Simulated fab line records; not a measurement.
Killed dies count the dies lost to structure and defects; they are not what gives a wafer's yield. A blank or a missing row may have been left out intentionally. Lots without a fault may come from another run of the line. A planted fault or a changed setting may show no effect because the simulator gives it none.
The tool behind it: which one? / flow sky130 / Sampling: 24 lots, 72 wafers, 6 of 708 route steps

## WHAT THE GAUGES READ, wafer by wafer
SKY_LDD_P_TW_MEAS_11. Usual: LDD_P_TW 640, standard deviation 6.7.
lot=L074; measured=day 18 10:52; on=film metro-01; LDD_P_TW=633 629 634; flag=
lot=L075; measured=day 18 18:03; on=film metro-01; LDD_P_TW=634 635 635; flag=
lot=L076; measured=day 19 13:35; on=film metro-01; LDD_P_TW=633 634 633; flag=
lot=L077; measured=day 20 09:10; on=film metro-03; LDD_P_TW=644 642 638; flag=
lot=L078; measured=day 20 17:18; on=film metro-01; LDD_P_TW=635 636 634; flag=
lot=L079; measured=day 20 20:35; on=film metro-01; LDD_P_TW=637 635 636; flag=
lot=L080; measured=day 21 12:45; on=film metro-04; LDD_P_TW=646 648 646; flag=
lot=L081; measured=day 21 22:17; on=film metro-04; LDD_P_TW=647 649 646; flag=
lot=L082; measured=day 22 01:05; on=film metro-03; LDD_P_TW=637 634 633; flag=
lot=L083; measured=day 22 10:10; on=film metro-03; LDD_P_TW=632 629 636; flag=
lot=L084; measured=day 23 00:35; on=film metro-04; LDD_P_TW=649 646 645; flag=
lot=L085; measured=day 23 05:57; on=film metro-03; LDD_P_TW=644 642 645; flag=
lot=L086; measured=day 23 06:57; on=film metro-01; LDD_P_TW=631 629 628; flag=
lot=L087; measured=day 23 19:41; on=film metro-03; LDD_P_TW=645 642 642; flag=
lot=L088; measured=day 23 21:30; on=film metro-03; LDD_P_TW=636 644 641; flag=
lot=L089; measured=day 24 12:48; on=film metro-04; LDD_P_TW=653 648 649; flag=
lot=L090; measured=day 25 01:13; on=film metro-01; LDD_P_TW=631 627 626; flag=
lot=L091; measured=day 25 02:01; on=film metro-01; LDD_P_TW=627 628 631; flag=
lot=L093; measured=day 26 08:52; on=film metro-03; LDD_P_TW=644 644 645; flag=
lot=L092; measured=day 26 13:57; on=film metro-03; LDD_P_TW=639 643 643; flag=
lot=L094; measured=day 26 16:17; on=film metro-04; LDD_P_TW=646 645 645; flag=
lot=L095; measured=day 26 16:38; on=film metro-03; LDD_P_TW=645 641 640; flag=
lot=L096; measured=day 27 04:30; on=film metro-03; LDD_P_TW=645 648 643; flag=
lot=L097; measured=day 27 18:52; on=film metro-04; LDD_P_TW=647 651 646; flag=

SKY_LI_CONTACT_THK_MEAS_23: measures by xrf. Usual: LI_CONTACT_W_THK 398 nm, standard deviation 4.8.
lot=L074; measured=day 28 15:03; on=film metro-02; LI_CONTACT_W_THK (nm)=390 391 393; flag=
lot=L075; measured=day 28 22:30; on=film metro-03; LI_CONTACT_W_THK (nm)=407 407 402; flag=
lot=L076; measured=day 29 17:16; on=film metro-02; LI_CONTACT_W_THK (nm)=393 399 401; flag=
lot=L077; measured=day 30 08:45; on=film metro-01; LI_CONTACT_W_THK (nm)=395 395 394; flag=
lot=L078; measured=day 30 17:01; on=film metro-03; LI_CONTACT_W_THK (nm)=404 405 404; flag=
lot=L079; measured=day 30 19:26; on=film metro-03; LI_CONTACT_W_THK (nm)=404 408 405; flag=
lot=L080; measured=day 31 06:50; on=film metro-02; LI_CONTACT_W_THK (nm)=396 390 397; flag=
lot=L081; measured=day 31 16:49; on=film metro-03; LI_CONTACT_W_THK (nm)=400 400 401; flag=
lot=L082; measured=day 31 18:19; on=film metro-01; LI_CONTACT_W_THK (nm)=401 397 402; flag=
lot=L083; measured=day 32 03:07; on=film metro-02; LI_CONTACT_W_THK (nm)=389 396 394; flag=
lot=L084; measured=day 32 13:11; on=film metro-01; LI_CONTACT_W_THK (nm)=402 401 399; flag=
lot=L085; measured=day 32 19:58; on=film metro-01; LI_CONTACT_W_THK (nm)=397 394 399; flag=
lot=L086; measured=day 32 21:17; on=film metro-02; LI_CONTACT_W_THK (nm)=396 398 396; flag=
lot=L087; measured=day 33 09:57; on=film metro-02; LI_CONTACT_W_THK (nm)=397 397 398; flag=
lot=L088; measured=day 33 10:49; on=film metro-02; LI_CONTACT_W_THK (nm)=392 394 391; flag=
lot=L089; measured=day 33 22:20; on=film metro-01; LI_CONTACT_W_THK (nm)=401 394 402; flag=
lot=L090; measured=day 34 10:01; on=film metro-02; LI_CONTACT_W_THK (nm)=397 398 403; flag=
lot=L091; measured=day 34 11:16; on=film metro-03; LI_CONTACT_W_THK (nm)=395 398 395; flag=
lot=L093; measured=day 36 13:06; on=film metro-01; LI_CONTACT_W_THK (nm)=394 396 397; flag=
lot=L092; measured=day 36 16:10; on=film metro-02; LI_CONTACT_W_THK (nm)=403 401 410; flag=
lot=L094; measured=day 36 14:48; on=film metro-02; LI_CONTACT_W_THK (nm)=401 399 396; flag=
lot=L095; measured=day 36 16:42; on=film metro-03; LI_CONTACT_W_THK (nm)=394 401 402; flag=
lot=L096; measured=day 36 17:29; on=film metro-01; LI_CONTACT_W_THK (nm)=397 396 399; flag=
lot=L097; measured=day 36 21:19; on=film metro-03; LI_CONTACT_W_THK (nm)=401 404 403; flag=

SKY_CONTACT_OVL_MEAS_15. Usual: CONTACT_OVL 1 nm, standard deviation 5.3.
lot=L074; measured=day 30 23:13; on=overlay-02; CONTACT_OVL (nm)=3 7 4; flag=
lot=L075; measured=day 31 05:07; on=overlay-01; CONTACT_OVL (nm)=-5 -2 -7; flag=
lot=L076; measured=day 31 23:52; on=overlay-02; CONTACT_OVL (nm)=0 1 0; flag=
lot=L077; measured=day 32 13:04; on=overlay-02; CONTACT_OVL (nm)=3 3 10; flag=
lot=L078; measured=day 32 22:07; on=overlay-01; CONTACT_OVL (nm)=8 9 6; flag=
lot=L079; measured=day 33 01:49; on=overlay-01; CONTACT_OVL (nm)=5 2 3; flag=
lot=L080; measured=day 33 16:07; on=overlay-01; CONTACT_OVL (nm)=7 14 7; flag=
lot=L081; measured=day 33 23:55; on=overlay-01; CONTACT_OVL (nm)=-11 1 -5; flag=
lot=L082; measured=day 34 01:22; on=overlay-02; CONTACT_OVL (nm)=1 4 2; flag=
lot=L083; measured=day 34 08:58; on=overlay-01; CONTACT_OVL (nm)=4 2 6; flag=
lot=L084; measured=day 34 19:07; on=overlay-02; CONTACT_OVL (nm)=0 -6 -2; flag=
lot=L085; measured=day 35 02:16; on=overlay-02; CONTACT_OVL (nm)=-3 -7 -4; flag=
lot=L086; measured=day 35 01:55; on=overlay-01; CONTACT_OVL (nm)=-2 2 -1; flag=
lot=L087; measured=day 35 14:52; on=overlay-01; CONTACT_OVL (nm)=-3 -5 -2; flag=
lot=L088; measured=day 35 16:01; on=overlay-02; CONTACT_OVL (nm)=0 -3 6; flag=
lot=L089; measured=day 36 04:43; on=overlay-01; CONTACT_OVL (nm)=-6 -5 -3; flag=
lot=L090; measured=day 36 15:43; on=overlay-02; CONTACT_OVL (nm)=-2 -4 -5; flag=
lot=L091; measured=day 36 16:43; on=overlay-02; CONTACT_OVL (nm)=-5 3 5; flag=
lot=L093; measured=day 38 18:56; on=overlay-01; CONTACT_OVL (nm)=-1 4 -1; flag=
lot=L092; measured=day 38 21:01; on=overlay-01; CONTACT_OVL (nm)=-3 -3 0; flag=
lot=L094; measured=day 38 19:34; on=overlay-02; CONTACT_OVL (nm)=3 7 1; flag=
lot=L095; measured=day 38 21:43; on=overlay-01; CONTACT_OVL (nm)=8 3 5; flag=
lot=L096; measured=day 38 23:16; on=overlay-01; CONTACT_OVL (nm)=-13 -5 -7; flag=
lot=L097; measured=day 39 04:50; on=overlay-01; CONTACT_OVL (nm)=0 -4 2; flag=

SKY_VIA1_OVL_MEAS_13. Usual: VIA1_OVL -2 nm, standard deviation 5.9.
lot=L074; measured=day 33 07:51; on=overlay-02; VIA1_OVL (nm)=4 4 4; flag=
lot=L075; measured=day 33 15:31; on=overlay-01; VIA1_OVL (nm)=-3 0 4; flag=
lot=L076; measured=day 34 07:21; on=overlay-02; VIA1_OVL (nm)=1 9 3; flag=
lot=L077; measured=day 34 20:13; on=overlay-02; VIA1_OVL (nm)=-1 0 8; flag=
lot=L078; measured=day 35 05:40; on=overlay-02; VIA1_OVL (nm)=-1 4 -2; flag=
lot=L079; measured=day 35 07:27; on=overlay-01; VIA1_OVL (nm)=-13 -9 -9; flag=
lot=L080; measured=day 35 22:25; on=overlay-02; VIA1_OVL (nm)=-5 -6 -13; flag=
lot=L081; measured=day 36 05:30; on=overlay-02; VIA1_OVL (nm)=-1 -1 -1; flag=
lot=L082; measured=day 36 09:10; on=overlay-02; VIA1_OVL (nm)=-4 -1 1; flag=
lot=L083; measured=day 36 16:22; on=overlay-02; VIA1_OVL (nm)=8 12 2; flag=
lot=L084; measured=day 37 02:46; on=overlay-01; VIA1_OVL (nm)=-2 1 -2; flag=
lot=L085; measured=day 37 09:28; on=overlay-02; VIA1_OVL (nm)=-14 -8 -12; flag=
lot=L086; measured=day 37 07:45; on=overlay-01; VIA1_OVL (nm)=4 1 1; flag=
lot=L087; measured=day 37 23:16; on=overlay-01; VIA1_OVL (nm)=-2 -5 -5; flag=
lot=L088; measured=day 38 00:31; on=overlay-01; VIA1_OVL (nm)=0 5 -1; flag=
lot=L089; measured=day 38 11:19; on=overlay-02; VIA1_OVL (nm)=-7 -13 -1; flag=
lot=L090; measured=day 38 22:10; on=overlay-02; VIA1_OVL (nm)=-5 1 -4; flag=
lot=L091; measured=day 38 23:28; on=overlay-01; VIA1_OVL (nm)=3 -2 4; flag=
lot=L093; measured=day 40 23:07; on=overlay-01; VIA1_OVL (nm)=2 -8 -1; flag=
lot=L092; measured=day 41 00:46; on=overlay-02; VIA1_OVL (nm)=0 -5 -1; flag=
lot=L094; measured=day 41 00:28; on=overlay-01; VIA1_OVL (nm)=0 5 -1; flag=
lot=L095; measured=day 41 01:21; on=overlay-02; VIA1_OVL (nm)=-13 -10 -14; flag=
lot=L096; measured=day 41 03:37; on=overlay-02; VIA1_OVL (nm)=-4 3 1; flag=
lot=L097; measured=day 41 08:19; on=overlay-01; VIA1_OVL (nm)=9 7 5; flag=

## WHAT TOOL EACH LOT RAN ON (gives the tool, then ch and the chambers of the sampled wafers, and finally the start)
lot=L074; SKY_CONTACT_CVD_24=cvd w-02 ch 0,1, day 31 00:02; SKY_METAL1_SPUTTER_03=pvd sputter-01, day 31 00:42
lot=L075; SKY_CONTACT_CVD_24=cvd w-02 ch 0,1, day 31 06:01; SKY_METAL1_SPUTTER_03=pvd sputter-04, day 31 06:46
lot=L076; SKY_CONTACT_CVD_24=cvd w-02 ch 0, day 32 00:41; SKY_METAL1_SPUTTER_03=pvd sputter-03, day 32 01:31
lot=L077; SKY_CONTACT_CVD_24=cvd w-01 ch 0,1, day 32 13:56; SKY_METAL1_SPUTTER_03=pvd sputter-01, day 32 14:35
lot=L078; SKY_CONTACT_CVD_24=cvd w-02 ch 0,1, day 32 22:56; SKY_METAL1_SPUTTER_03=pvd sputter-01, day 32 23:36
lot=L079; SKY_CONTACT_CVD_24=cvd w-02 ch 0,1, day 33 02:39; SKY_METAL1_SPUTTER_03=pvd sputter-04, day 33 03:19
lot=L080; SKY_CONTACT_CVD_24=cvd w-01 ch 0,1, day 33 16:57; SKY_METAL1_SPUTTER_03=pvd sputter-04, day 33 17:37
lot=L081; SKY_CONTACT_CVD_24=cvd w-01 ch 0,1, day 34 00:46; SKY_METAL1_SPUTTER_03=pvd sputter-01, day 34 01:29
lot=L082; SKY_CONTACT_CVD_24=cvd w-02 ch 0,1, day 34 02:13; SKY_METAL1_SPUTTER_03=pvd sputter-04, day 34 02:53
lot=L083; SKY_CONTACT_CVD_24=cvd w-01 ch 0,1, day 34 09:50; SKY_METAL1_SPUTTER_03=pvd sputter-03, day 34 10:27
lot=L084; SKY_CONTACT_CVD_24=cvd w-02 ch 0,1, day 34 19:59; SKY_METAL1_SPUTTER_03=pvd sputter-01, day 34 20:39
lot=L085; SKY_CONTACT_CVD_24=cvd w-01 ch 0,1, day 35 03:07; SKY_METAL1_SPUTTER_03=pvd sputter-04, day 35 03:46
lot=L086; SKY_CONTACT_CVD_24=cvd w-02 ch 0,1, day 35 02:44; SKY_METAL1_SPUTTER_03=pvd sputter-01, day 35 03:23
lot=L087; SKY_CONTACT_CVD_24=cvd w-02 ch 0,1, day 35 15:41; SKY_METAL1_SPUTTER_03=pvd sputter-03, day 35 16:43
lot=L088; SKY_CONTACT_CVD_24=cvd w-02 ch 0,1, day 35 16:50; SKY_METAL1_SPUTTER_03=pvd sputter-01, day 35 17:31
lot=L089; SKY_CONTACT_CVD_24=cvd w-02 ch 0,1, day 36 05:35; SKY_METAL1_SPUTTER_03=pvd sputter-03, day 36 06:16
lot=L090; SKY_CONTACT_CVD_24=cvd w-01 ch 0,1, day 36 16:35; SKY_METAL1_SPUTTER_03=pvd sputter-03, day 36 17:26
lot=L091; SKY_CONTACT_CVD_24=cvd w-02 ch 0,1, day 36 17:35; SKY_METAL1_SPUTTER_03=pvd sputter-04, day 36 18:38
lot=L093; SKY_CONTACT_CVD_24=cvd w-01 ch 0,1, day 38 19:48; SKY_METAL1_SPUTTER_03=pvd sputter-01, day 38 20:25
lot=L092; SKY_CONTACT_CVD_24=cvd w-01 ch 0, day 38 21:50; SKY_METAL1_SPUTTER_03=pvd sputter-01, day 38 22:30
lot=L094; SKY_CONTACT_CVD_24=cvd w-01 ch 0,1, day 38 20:25; SKY_METAL1_SPUTTER_03=pvd sputter-04, day 38 21:08
lot=L095; SKY_CONTACT_CVD_24=cvd w-01 ch 0,1, day 38 22:32; SKY_METAL1_SPUTTER_03=pvd sputter-03, day 38 23:13
lot=L096; SKY_CONTACT_CVD_24=cvd w-01 ch 0,1, day 39 00:05; SKY_METAL1_SPUTTER_03=pvd sputter-03, day 39 00:44
lot=L097; SKY_CONTACT_CVD_24=cvd w-01 ch 0,1, day 39 05:40; SKY_METAL1_SPUTTER_03=pvd sputter-03, day 39 06:18
- SKY_CONTACT_CVD_24: deposits W, target thk 340 nm, time 102.12 s.
- SKY_METAL1_SPUTTER_03: material Ti, target thk 5 nm, time 3.175 s.

## AS READ BY THE TOOLS THEMSELVES (means over the sampled wafers that have a number; for cases with no such wafer, the mark the record gives instead)
SKY_CONTACT_CVD_24. Usual: 818 W for heater power w, sd 64.
lot=L074; tool=cvd w-02; heater power w (W)=830; flag=
lot=L075; tool=cvd w-02; heater power w (W)=813; flag=
lot=L076; tool=cvd w-02; heater power w (W)=775; flag=
lot=L077; tool=cvd w-01; heater power w (W)=777; flag=
lot=L078; tool=cvd w-02; heater power w (W)=844; flag=
lot=L079; tool=cvd w-02; heater power w (W)=851; flag=
lot=L080; tool=cvd w-01; heater power w (W)=781; flag=
lot=L081; tool=cvd w-01; heater power w (W)=830; flag=
lot=L082; tool=cvd w-02; heater power w (W)=826; flag=
lot=L083; tool=cvd w-01; heater power w (W)=832; flag=
lot=L084; tool=cvd w-02; heater power w (W)=852; flag=
lot=L085; tool=cvd w-01; heater power w (W)=834; flag=
lot=L086; tool=cvd w-02; heater power w (W)=817; flag=
lot=L087; tool=cvd w-02; heater power w (W)=843; flag=
lot=L088; tool=cvd w-02; heater power w (W)=840; flag=
lot=L089; tool=cvd w-02; heater power w (W)=840; flag=
lot=L090; tool=cvd w-01; heater power w (W)=837; flag=
lot=L091; tool=cvd w-02; heater power w (W)=848; flag=
lot=L093; tool=cvd w-01; heater power w (W)=839; flag=
lot=L092; tool=cvd w-01; heater power w (W)=744; flag=
lot=L094; tool=cvd w-01; heater power w (W)=833; flag=
lot=L095; tool=cvd w-01; heater power w (W)=835; flag=
lot=L096; tool=cvd w-01; heater power w (W)=848; flag=
lot=L097; tool=cvd w-01; heater power w (W)=843; flag=

SKY_METAL1_SPUTTER_03. Usual: 29.9 % for throttle valve pct, sd 1.2.
lot=L074; tool=pvd sputter-01; throttle valve pct (%)=30.1; flag=
lot=L075; tool=pvd sputter-04; throttle valve pct (%)=29.2; flag=
lot=L076; tool=pvd sputter-03; throttle valve pct (%)=28.2; flag=
lot=L077; tool=pvd sputter-01; throttle valve pct (%)=30.6; flag=
lot=L078; tool=pvd sputter-01; throttle valve pct (%)=30.1; flag=
lot=L079; tool=pvd sputter-04; throttle valve pct (%)=30.0; flag=
lot=L080; tool=pvd sputter-04; throttle valve pct (%)=30.4; flag=
lot=L081; tool=pvd sputter-01; throttle valve pct (%)=30.7; flag=
lot=L082; tool=pvd sputter-04; throttle valve pct (%)=30.4; flag=
lot=L083; tool=pvd sputter-03; throttle valve pct (%)=30.9; flag=
lot=L084; tool=pvd sputter-01; throttle valve pct (%)=30.7; flag=
lot=L085; tool=pvd sputter-04; throttle valve pct (%)=30.9; flag=
lot=L086; tool=pvd sputter-01; throttle valve pct (%)=30.2; flag=
lot=L087; tool=pvd sputter-03; throttle valve pct (%)=30.0; flag=
lot=L088; tool=pvd sputter-01; throttle valve pct (%)=30.6; flag=
lot=L089; tool=pvd sputter-03; throttle valve pct (%)=29.2; flag=
lot=L090; tool=pvd sputter-03; throttle valve pct (%)=29.5; flag=
lot=L091; tool=pvd sputter-04; throttle valve pct (%)=29.1; flag=
lot=L093; tool=pvd sputter-01; throttle valve pct (%)=30.0; flag=
lot=L092; tool=pvd sputter-01; throttle valve pct (%)=30.7; flag=
lot=L094; tool=pvd sputter-04; throttle valve pct (%)=30.4; flag=
lot=L095; tool=pvd sputter-03; throttle valve pct (%)=28.1; flag=
lot=L096; tool=pvd sputter-03; throttle valve pct (%)=30.1; flag=
lot=L097; tool=pvd sputter-03; throttle valve pct (%)=30.1; flag=

## THE ANSWER, worked out from the rows above alone
Rule: take the mean of a lot's wafers that have a number; if it is more than 3 standard deviations from the usual mean, the lot is off. Also off: a lot with no number at a reading for which 4 or more lots have one. All remaining lots with rows at the step are treated as sound. After the gauges, taken in route order, come the tools' own readings; for these a lot's mean is taken, as printed above. At the first step where some lot is off, the reading lying furthest off is the one used; lots without a number count as furthest.
No lot is off on any of the readings shown, so nothing can be concluded from this.

## WHAT THE SIMULATOR PUT IN
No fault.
